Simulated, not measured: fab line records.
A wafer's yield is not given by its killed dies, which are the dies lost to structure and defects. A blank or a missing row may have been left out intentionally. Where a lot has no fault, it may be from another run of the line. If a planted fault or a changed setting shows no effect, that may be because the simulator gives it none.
A sampling plan put to the test | flow sfq-line | one fab line, 47 faults that these records tell of, each judged on the records of the lots that it struck
The plan consists of the line's own looks: route steps at which the wafer is read by a gauge or an inspection but not changed. A look can be judged if struck wafers have a number there and the file gives its usual mean and standard deviation on fault-free wafers. Caught: at a look after the fault's first step, the mean of the struck wafers lies 4 or more of those standard deviations (sigma) from the usual mean. On the tool: the test repeated on the tool's own readings taken at the fault's steps. Also counted as caught: the struck wafers showing another recipe, or a record that is empty for them alone.

## THE FAULTS, as the simulator had put them in
1. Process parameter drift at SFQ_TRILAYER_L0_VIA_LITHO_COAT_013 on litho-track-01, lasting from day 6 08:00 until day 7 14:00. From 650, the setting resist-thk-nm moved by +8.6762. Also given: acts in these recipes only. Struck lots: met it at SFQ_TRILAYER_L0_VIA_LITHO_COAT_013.
2. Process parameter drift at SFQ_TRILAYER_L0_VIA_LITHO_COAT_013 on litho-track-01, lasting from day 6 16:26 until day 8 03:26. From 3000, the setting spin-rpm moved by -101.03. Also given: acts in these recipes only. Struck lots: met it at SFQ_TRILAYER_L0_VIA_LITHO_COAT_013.
3. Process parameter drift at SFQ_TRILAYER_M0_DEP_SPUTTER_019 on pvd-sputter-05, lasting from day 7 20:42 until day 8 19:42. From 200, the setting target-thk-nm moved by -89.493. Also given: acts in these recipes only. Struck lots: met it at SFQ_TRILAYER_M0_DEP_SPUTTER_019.
4. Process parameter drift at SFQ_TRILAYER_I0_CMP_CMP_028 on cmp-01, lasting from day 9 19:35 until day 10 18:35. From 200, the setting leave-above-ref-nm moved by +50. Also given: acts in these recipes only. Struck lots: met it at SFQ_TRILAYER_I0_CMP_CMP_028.
5. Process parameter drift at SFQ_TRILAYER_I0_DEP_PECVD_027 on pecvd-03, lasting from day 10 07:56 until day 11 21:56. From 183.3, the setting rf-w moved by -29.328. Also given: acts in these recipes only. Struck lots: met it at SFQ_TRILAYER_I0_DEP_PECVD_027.
6. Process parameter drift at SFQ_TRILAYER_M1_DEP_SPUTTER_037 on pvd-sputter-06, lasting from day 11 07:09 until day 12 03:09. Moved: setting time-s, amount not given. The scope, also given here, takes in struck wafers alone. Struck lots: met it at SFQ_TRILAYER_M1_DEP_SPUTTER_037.
7. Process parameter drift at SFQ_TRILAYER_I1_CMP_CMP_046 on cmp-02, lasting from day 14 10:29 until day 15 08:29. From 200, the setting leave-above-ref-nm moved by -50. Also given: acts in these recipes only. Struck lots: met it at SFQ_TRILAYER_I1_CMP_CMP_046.
8. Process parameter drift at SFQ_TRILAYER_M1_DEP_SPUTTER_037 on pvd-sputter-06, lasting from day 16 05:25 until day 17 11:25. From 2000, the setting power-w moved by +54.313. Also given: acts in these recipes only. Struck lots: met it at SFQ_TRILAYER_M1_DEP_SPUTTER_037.
9. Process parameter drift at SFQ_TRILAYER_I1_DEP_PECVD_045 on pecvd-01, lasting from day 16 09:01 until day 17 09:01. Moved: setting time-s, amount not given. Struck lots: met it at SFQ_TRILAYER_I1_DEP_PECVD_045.
10. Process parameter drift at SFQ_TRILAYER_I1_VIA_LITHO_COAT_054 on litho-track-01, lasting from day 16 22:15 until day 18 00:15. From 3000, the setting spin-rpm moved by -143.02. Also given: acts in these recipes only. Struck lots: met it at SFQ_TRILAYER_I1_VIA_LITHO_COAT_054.
11. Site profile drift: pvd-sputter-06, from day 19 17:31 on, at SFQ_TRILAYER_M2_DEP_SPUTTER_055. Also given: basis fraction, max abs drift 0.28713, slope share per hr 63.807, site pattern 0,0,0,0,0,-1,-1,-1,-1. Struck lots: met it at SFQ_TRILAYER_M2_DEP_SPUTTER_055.
12. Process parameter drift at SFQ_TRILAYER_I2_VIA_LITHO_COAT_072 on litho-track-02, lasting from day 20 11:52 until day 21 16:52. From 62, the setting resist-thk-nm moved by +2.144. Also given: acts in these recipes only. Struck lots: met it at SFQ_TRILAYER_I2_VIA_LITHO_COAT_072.
13. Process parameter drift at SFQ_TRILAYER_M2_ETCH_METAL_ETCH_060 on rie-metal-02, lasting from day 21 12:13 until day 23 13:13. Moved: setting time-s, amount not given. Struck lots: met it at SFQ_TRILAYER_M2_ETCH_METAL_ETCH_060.
14. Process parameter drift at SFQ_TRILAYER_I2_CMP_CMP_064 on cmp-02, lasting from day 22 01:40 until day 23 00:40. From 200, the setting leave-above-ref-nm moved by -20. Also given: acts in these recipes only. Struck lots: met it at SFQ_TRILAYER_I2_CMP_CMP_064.
15. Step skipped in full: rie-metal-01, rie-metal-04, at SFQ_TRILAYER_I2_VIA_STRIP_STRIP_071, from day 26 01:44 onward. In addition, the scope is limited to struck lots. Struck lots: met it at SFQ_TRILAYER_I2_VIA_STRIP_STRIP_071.
16. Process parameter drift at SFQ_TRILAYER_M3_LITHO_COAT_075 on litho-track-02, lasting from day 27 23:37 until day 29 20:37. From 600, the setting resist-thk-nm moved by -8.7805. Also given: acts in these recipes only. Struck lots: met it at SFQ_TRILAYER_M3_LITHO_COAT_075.
17. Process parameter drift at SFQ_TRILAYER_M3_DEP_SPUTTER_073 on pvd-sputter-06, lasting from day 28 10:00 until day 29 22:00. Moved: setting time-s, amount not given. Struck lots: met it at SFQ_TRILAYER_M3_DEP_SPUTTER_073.
18. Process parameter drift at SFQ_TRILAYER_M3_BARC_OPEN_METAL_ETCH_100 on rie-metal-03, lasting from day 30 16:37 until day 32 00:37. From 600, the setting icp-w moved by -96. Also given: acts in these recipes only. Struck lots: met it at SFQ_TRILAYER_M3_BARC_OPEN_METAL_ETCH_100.
19. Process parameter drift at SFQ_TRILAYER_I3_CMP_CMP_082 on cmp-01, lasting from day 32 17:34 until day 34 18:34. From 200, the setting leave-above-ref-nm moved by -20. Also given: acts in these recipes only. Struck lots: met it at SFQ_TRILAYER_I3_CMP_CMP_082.
20. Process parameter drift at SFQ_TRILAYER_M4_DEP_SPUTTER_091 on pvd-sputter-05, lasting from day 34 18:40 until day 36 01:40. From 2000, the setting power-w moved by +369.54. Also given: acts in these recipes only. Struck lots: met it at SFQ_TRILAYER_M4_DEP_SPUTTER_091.
21. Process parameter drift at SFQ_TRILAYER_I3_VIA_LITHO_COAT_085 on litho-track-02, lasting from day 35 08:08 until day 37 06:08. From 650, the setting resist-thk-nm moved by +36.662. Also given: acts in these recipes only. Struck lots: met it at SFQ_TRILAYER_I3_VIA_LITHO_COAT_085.
22. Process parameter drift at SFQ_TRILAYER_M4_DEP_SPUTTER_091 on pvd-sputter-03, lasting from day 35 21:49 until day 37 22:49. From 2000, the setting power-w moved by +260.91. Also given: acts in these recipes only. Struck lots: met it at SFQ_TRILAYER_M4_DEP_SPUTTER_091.
23. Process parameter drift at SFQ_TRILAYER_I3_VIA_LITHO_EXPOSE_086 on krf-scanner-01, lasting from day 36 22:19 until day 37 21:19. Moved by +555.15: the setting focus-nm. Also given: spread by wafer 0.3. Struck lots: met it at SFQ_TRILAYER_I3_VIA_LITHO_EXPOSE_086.
24. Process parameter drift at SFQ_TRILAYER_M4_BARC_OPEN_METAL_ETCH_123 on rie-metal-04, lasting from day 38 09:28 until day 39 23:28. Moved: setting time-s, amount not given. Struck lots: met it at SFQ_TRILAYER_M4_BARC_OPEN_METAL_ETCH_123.
25. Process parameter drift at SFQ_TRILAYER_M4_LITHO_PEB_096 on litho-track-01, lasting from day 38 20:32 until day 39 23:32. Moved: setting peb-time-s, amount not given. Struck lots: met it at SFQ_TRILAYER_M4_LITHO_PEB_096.
26. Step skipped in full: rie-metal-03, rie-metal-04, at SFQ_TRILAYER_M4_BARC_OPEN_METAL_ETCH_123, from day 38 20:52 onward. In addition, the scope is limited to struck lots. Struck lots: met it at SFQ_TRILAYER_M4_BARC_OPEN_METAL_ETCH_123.
27. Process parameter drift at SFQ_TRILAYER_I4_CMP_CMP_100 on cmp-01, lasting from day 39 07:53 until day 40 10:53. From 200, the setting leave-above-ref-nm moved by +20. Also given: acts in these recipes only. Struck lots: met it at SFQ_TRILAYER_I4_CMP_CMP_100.
28. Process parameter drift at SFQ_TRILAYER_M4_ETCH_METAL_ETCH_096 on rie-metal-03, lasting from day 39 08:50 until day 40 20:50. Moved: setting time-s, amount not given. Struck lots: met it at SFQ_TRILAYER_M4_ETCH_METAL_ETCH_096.
29. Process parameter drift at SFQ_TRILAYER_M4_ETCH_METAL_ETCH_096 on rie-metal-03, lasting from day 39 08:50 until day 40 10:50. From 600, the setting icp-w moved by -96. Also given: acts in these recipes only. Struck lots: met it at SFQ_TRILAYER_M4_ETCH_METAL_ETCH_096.
30. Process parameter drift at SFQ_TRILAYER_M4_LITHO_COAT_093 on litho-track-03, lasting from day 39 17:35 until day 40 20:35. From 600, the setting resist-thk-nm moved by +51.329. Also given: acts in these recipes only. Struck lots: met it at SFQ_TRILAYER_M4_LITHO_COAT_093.
31. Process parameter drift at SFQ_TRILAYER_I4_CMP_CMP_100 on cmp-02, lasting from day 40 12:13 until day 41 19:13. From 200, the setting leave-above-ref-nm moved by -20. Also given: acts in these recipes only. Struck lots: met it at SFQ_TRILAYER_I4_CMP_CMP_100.
32. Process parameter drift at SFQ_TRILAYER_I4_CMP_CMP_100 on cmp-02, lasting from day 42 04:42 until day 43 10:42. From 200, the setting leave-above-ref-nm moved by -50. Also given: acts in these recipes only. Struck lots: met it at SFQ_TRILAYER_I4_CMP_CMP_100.
33. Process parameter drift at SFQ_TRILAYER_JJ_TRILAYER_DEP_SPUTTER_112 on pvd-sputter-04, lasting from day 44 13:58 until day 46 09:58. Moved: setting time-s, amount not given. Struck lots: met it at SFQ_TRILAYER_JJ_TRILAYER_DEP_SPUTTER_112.
34. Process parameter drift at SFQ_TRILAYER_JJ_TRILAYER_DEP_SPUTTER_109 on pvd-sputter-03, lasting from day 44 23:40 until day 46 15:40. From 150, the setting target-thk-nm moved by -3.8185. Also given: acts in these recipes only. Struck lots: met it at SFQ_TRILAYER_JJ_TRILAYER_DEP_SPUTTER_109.
35. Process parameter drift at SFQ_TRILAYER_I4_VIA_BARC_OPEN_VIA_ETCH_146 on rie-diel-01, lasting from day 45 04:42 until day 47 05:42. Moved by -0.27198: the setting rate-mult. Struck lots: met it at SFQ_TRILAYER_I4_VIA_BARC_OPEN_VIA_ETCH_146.
36. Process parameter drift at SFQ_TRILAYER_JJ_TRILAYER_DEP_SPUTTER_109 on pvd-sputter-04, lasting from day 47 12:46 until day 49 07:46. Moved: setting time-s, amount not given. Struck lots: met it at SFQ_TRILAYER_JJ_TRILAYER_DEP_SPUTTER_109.
37. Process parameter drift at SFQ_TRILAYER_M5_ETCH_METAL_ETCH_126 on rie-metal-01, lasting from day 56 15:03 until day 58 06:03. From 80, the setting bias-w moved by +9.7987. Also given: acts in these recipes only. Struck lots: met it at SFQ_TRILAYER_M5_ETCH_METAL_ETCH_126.
38. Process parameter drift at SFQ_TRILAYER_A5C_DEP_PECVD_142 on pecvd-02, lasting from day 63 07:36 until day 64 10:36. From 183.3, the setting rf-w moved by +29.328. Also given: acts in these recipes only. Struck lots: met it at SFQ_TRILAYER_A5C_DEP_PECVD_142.
39. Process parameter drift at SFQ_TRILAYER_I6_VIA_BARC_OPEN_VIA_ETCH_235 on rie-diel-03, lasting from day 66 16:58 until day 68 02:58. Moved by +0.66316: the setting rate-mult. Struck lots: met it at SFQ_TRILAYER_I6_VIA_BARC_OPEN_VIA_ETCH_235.
40. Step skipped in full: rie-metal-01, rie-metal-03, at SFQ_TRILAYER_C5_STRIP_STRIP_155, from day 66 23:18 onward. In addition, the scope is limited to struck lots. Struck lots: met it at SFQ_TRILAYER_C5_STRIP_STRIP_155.
41. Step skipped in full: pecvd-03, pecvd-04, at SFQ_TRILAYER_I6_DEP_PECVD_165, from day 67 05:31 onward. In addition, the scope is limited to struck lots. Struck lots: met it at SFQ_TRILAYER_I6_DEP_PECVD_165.
42. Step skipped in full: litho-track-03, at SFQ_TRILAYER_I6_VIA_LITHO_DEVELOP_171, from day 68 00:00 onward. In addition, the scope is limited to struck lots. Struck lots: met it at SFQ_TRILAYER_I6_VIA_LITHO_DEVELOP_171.
43. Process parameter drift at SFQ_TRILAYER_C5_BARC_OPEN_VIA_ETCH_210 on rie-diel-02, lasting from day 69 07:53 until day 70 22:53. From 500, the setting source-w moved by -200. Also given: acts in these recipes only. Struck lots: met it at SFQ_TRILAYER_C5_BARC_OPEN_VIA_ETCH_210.
44. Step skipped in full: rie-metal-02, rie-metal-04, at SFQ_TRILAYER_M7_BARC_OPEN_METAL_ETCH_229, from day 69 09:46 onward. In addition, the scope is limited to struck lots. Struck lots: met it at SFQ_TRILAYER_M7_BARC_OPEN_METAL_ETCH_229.
45. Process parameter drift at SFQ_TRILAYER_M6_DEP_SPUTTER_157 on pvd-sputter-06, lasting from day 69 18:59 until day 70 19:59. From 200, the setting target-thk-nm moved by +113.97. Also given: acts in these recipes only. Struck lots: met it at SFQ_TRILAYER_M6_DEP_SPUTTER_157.
46. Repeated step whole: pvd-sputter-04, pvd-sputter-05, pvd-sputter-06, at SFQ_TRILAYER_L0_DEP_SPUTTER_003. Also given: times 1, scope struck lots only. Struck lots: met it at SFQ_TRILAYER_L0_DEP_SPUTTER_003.
47. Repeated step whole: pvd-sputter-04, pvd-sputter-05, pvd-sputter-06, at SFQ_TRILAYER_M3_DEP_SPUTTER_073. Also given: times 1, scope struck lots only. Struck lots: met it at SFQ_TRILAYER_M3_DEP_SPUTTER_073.

## WHAT THE PLAN SAW
fault | on the tool itself                               | first look that catches it                      | reading, sigma                                  | median hours from its first step to that look | hours from the fault's start to the first struck lot there | judged looks passed uncaught
1     | no reading that can be judged                    | not the one look that can be judged after it    | -                                               | -                                             | -                                                          | 1
2     | spin-speed-rpm -53 sigma                         | not the one look that can be judged after it    | -                                               | -                                             | -                                                          | 1
3     | under 2 sigma                                    | SFQ_M0_RS_MEAS_904                              | M0_NB_RS +65                                    | 0.1                                           | 6                                                          | 0
4     | only faintly: time-to-endpoint-s -3.7 sigma      | not the one look that can be judged after it    | -                                               | -                                             | -                                                          | 1
5     | rf-fwd-power-W -47 sigma                         | no look after it can be judged                  | -                                               | -                                             | -                                                          | 0
6     | under 2 sigma                                    | SFQ_M1_RS_MEAS_909                              | M1_NB_RS -28                                    | 0.1                                           | 11                                                         | 0
7     | only faintly: time-to-endpoint-s +3.3 sigma      | no look after it can be judged                  | -                                               | -                                             | -                                                          | 0
8     | cathode-dc-power-W +99 or beyond sigma           | none of the 5 looks that can be judged after it | strongest: M1_NB_RS at SFQ_M1_RS_MEAS_909, -2.1 | -                                             | -                                                          | 5
9     | run-length-s -42 sigma                           | no look after it can be judged                  | -                                               | -                                             | -                                                          | 0
10    | spin-speed-rpm -71 sigma                         | not the one look that can be judged after it    | -                                               | -                                             | -                                                          | 1
11    | under 2 sigma                                    | SFQ_M2_RS_MEAS_914                              | M2_NB_RS +15                                    | 0.1                                           | 20                                                         | 0
12    | no reading that can be judged                    | no look after it can be judged                  | -                                               | -                                             | -                                                          | 0
13    | run-length-s -93 sigma                           | none of the 5 looks that can be judged after it | -                                               | -                                             | -                                                          | 5
14    | under 2 sigma                                    | none of the 2 looks that can be judged after it | -                                               | -                                             | -                                                          | 2
15    | no reading that can be judged                    | none of the 5 looks that can be judged after it | -                                               | -                                             | -                                                          | 5
16    | under 2 sigma                                    | not the one look that can be judged after it    | -                                               | -                                             | -                                                          | 1
17    | under 2 sigma                                    | SFQ_M3_RS_MEAS_919                              | M3_NB_RS +12                                    | 0.1                                           | 9                                                          | 0
18    | rf-fwd-power-W -44 sigma                         | no look after it can be judged                  | -                                               | -                                             | -                                                          | 0
19    | under 2 sigma                                    | no look after it can be judged                  | -                                               | -                                             | -                                                          | 0
20    | cathode-dc-power-W +99 or beyond sigma           | SFQ_M4_RS_MEAS_924                              | M4_NB_RS -13                                    | 0.1                                           | 4                                                          | 0
21    | no reading that can be judged                    | not the one look that can be judged after it    | -                                               | -                                             | -                                                          | 1
22    | cathode-dc-power-W +99 or beyond sigma           | SFQ_M4_RS_MEAS_924                              | M4_NB_RS -9.9                                   | 0.1                                           | 1                                                          | 0
23    | no reading that can be judged                    | none of the 5 looks that can be judged after it | -                                               | -                                             | -                                                          | 5
24    | run-length-s +8.5 sigma                          | no look after it can be judged                  | -                                               | -                                             | -                                                          | 0
25    | under 2 sigma                                    | not the one look that can be judged after it    | -                                               | -                                             | -                                                          | 1
26    | the tool's record is blank for the struck wafers | none of the 2 looks that can be judged after it | -                                               | -                                             | -                                                          | 2
27    | under 2 sigma                                    | no look after it can be judged                  | -                                               | -                                             | -                                                          | 0
28    | run-length-s -62 sigma                           | no look after it can be judged                  | -                                               | -                                             | -                                                          | 0
29    | rf-fwd-power-W -50 sigma                         | no look after it can be judged                  | -                                               | -                                             | -                                                          | 0
30    | no reading that can be judged                    | not the one look that can be judged after it    | -                                               | -                                             | -                                                          | 1
31    | under 2 sigma                                    | no look after it can be judged                  | -                                               | -                                             | -                                                          | 0
32    | only faintly: time-to-endpoint-s +3.6 sigma      | none of the 3 looks that can be judged after it | -                                               | -                                             | -                                                          | 3
33    | under 2 sigma                                    | not the one look that can be judged after it    | strongest: JJ_NB_RS at SFQ_JJ_RS_MEAS_929, -2.5 | -                                             | -                                                          | 1
34    | under 2 sigma                                    | none of the 4 looks that can be judged after it | -                                               | -                                             | -                                                          | 4
35    | under 2 sigma                                    | no look after it can be judged                  | -                                               | -                                             | -                                                          | 0
36    | under 2 sigma                                    | not the one look that can be judged after it    | -                                               | -                                             | -                                                          | 1
37    | bias-w +42 sigma                                 | no look after it can be judged                  | -                                               | -                                             | -                                                          | 0
38    | rf-fwd-power-W +24 sigma                         | none of the 2 looks that can be judged after it | -                                               | -                                             | -                                                          | 2
39    | under 2 sigma                                    | no look after it can be judged                  | -                                               | -                                             | -                                                          | 0
40    | no reading that can be judged                    | none of the 5 looks that can be judged after it | -                                               | -                                             | -                                                          | 5
41    | the tool's record is blank for the struck wafers | no look after it can be judged                  | -                                               | -                                             | -                                                          | 0
42    | no reading that can be judged                    | no look after it can be judged                  | -                                               | -                                             | -                                                          | 0
43    | rf-fwd-power-W -99 or beyond sigma               | no look after it can be judged                  | -                                               | -                                             | -                                                          | 0
44    | the tool's record is blank for the struck wafers | no look after it can be judged                  | -                                               | -                                             | -                                                          | 0
45    | under 2 sigma                                    | SFQ_M6_RS_MEAS_938                              | M6_NB_RS -29                                    | 0.1                                           | 6                                                          | 0
46    | under 2 sigma                                    | SFQ_L0_RS_MEAS_901                              | L0_MONX_KI_RS -36                               | 0.3                                           | -                                                          | 0
47    | under 2 sigma                                    | SFQ_M3_RS_MEAS_919                              | M3_NB_RS -37                                    | 0.3                                           | -                                                          | 0
A dash: the fault isn't caught, or these records don't give the number.

Caught at a look: 9 of 47. Caught on the tool: 18 of 47. By one or the other: 25 of 47.
Caught on the tool alone: faults 2, 5, 8, 9, 10, 13, 18, 24, 26, 28, 29, 37, 38, 41, 43, 44.
Caught at a look alone: faults 3, 6, 11, 17, 45, 46, 47.
Caught by neither: faults 1, 4, 7, 12, 14, 15, 16, 19, 21, 23, 25, 27, 30, 31, 32, 33, 34, 35, 36, 39, 40, 42.

## THINNER SAMPLING
In the worst case, this is how late the first struck lot would be measured if the look that catches a fault measured only every second or every third lot, by lot number:
fault | struck lots at that look, in order of time | every lot | every second lot | every third lot
3     | L973, L974                                 | 6 h       | 12 h             | may miss all 2
6     | L240, L241                                 | 11 h      | 17 h             | may miss all 2
11    | L924, L925, L926, L927                     | 20 h      | 32 h             | 38 h
17    | L260, L261                                 | 9 h       | 14 h             | may miss all 2
20    | L677, L678                                 | 4 h       | 11 h             | may miss all 2
22    | L482, L486                                 | 1 h       | may miss all 2   | may miss all 2
45    | L173, L174                                 | 6 h       | 10 h             | may miss all 2
Hours are from the fault's start to the first struck lot that is measured. Since the struck wafers were tested as one group against 4 sigma, a single lot by itself may lie under the limit. Other struck lots may not be in these records.

## THE LONGEST TIMED WAY FROM STEP TO LOOK
For fault 47, SFQ_TRILAYER_M3_DEP_SPUTTER_073 and SFQ_M3_RS_MEAS_919 are separated by a median of 0.3 hours. No look between them can be judged.
